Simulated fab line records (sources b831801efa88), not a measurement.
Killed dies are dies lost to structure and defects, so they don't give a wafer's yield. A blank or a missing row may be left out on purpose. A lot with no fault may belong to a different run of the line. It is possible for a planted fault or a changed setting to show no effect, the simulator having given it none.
One fault seen from 2 desks + flow sky130 + each desk has only its own numbers; what lay behind them comes last

== FROM THE METROLOGY DESK ==
What the gauges read for every lot (on any tool): the sampled wafers with a number, averaged. If a lot's mean is further than 4 standard deviations from the usual mean, the lot is out of limits and carries the mark OUT (the distance appears in the brackets).
Columns: A = VIA3_W_RS at SKY_VIA3_RS_MEAS_22, usual 0.292 ohm/sq; B = VIA3_W_THK at SKY_VIA3_THK_MEAS_23, usual 389 nm
| lot  | first seen here | A     | B   |
|------|-----------------|-------|-----|
| L350 | day 39 13:49    | 0.291 | 392 |
| L354 | day 41 03:29    | 0.293 | 388 |
| L365 | day 43 23:43    | 0.290 | 393 |
| L367 | day 44 15:05    | 0.295 | 380 |
| L368 | day 44 19:38    | 0.294 | 385 |
| L370 | day 45 10:35    | 0.292 | 391 |
Result from this desk: across the 6 lots, nothing is out of limits.

== DESK OF THE TOOL OWNER: pvdSputter-04 ==
The tool's own readings at SKY_METAL4_SPUTTER_03 (material Ti, target thk 5 nm, time 3.3 s): means of the sampled wafers that have a number, for each lot that ran on this tool. If a lot's mean is further than 4 standard deviations from the usual mean, the lot is out of limits and carries the mark OUT (the distance appears in the brackets).
Columns: A = cathodeDcPowerW at SKY_METAL4_SPUTTER_03, usual 3000.0 W; B = throttleValvePct at SKY_METAL4_SPUTTER_03, usual 29.7 %
| lot  | first seen here | A                        | B    |
|------|-----------------|--------------------------|------|
| L350 | day 39 14:23    | 3000.7                   | 29.6 |
| L354 | day 41 04:02    | 2999.7                   | 29.5 |
| L365 | day 44 00:16    | 3277.4 (+99 or more) OUT | 29.3 |
| L367 | day 44 15:38    | 3138.8 (+99 or more) OUT | 30.1 |
This desk's finding: out of limits on L365, L367; first on L365, day 44 00:16 (cathodeDcPowerW at SKY_METAL4_SPUTTER_03). L350, L354: within limits.

== TAKEN TOGETHER ==
The tool owner's desk had the chance to raise an alarm at day 44 00:16 on L365, L367.
From the metrology desk's view, nothing was out of limits.
The metrology desk has L365, L367 on record, within its limits.
Of the lots named, all ran SKY_METAL4_SPUTTER_03 on pvdSputter-04.

== WHAT THE SIMULATOR PUT IN ==
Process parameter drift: pvdSputter-04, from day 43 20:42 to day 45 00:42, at SKY_METAL4_SPUTTER_03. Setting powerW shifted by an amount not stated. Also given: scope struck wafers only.
Shown lots that were struck: L365, L367.
Delay in hours, fault start to first out-of-limits reading, by desk: the tool owner's desk at 4.
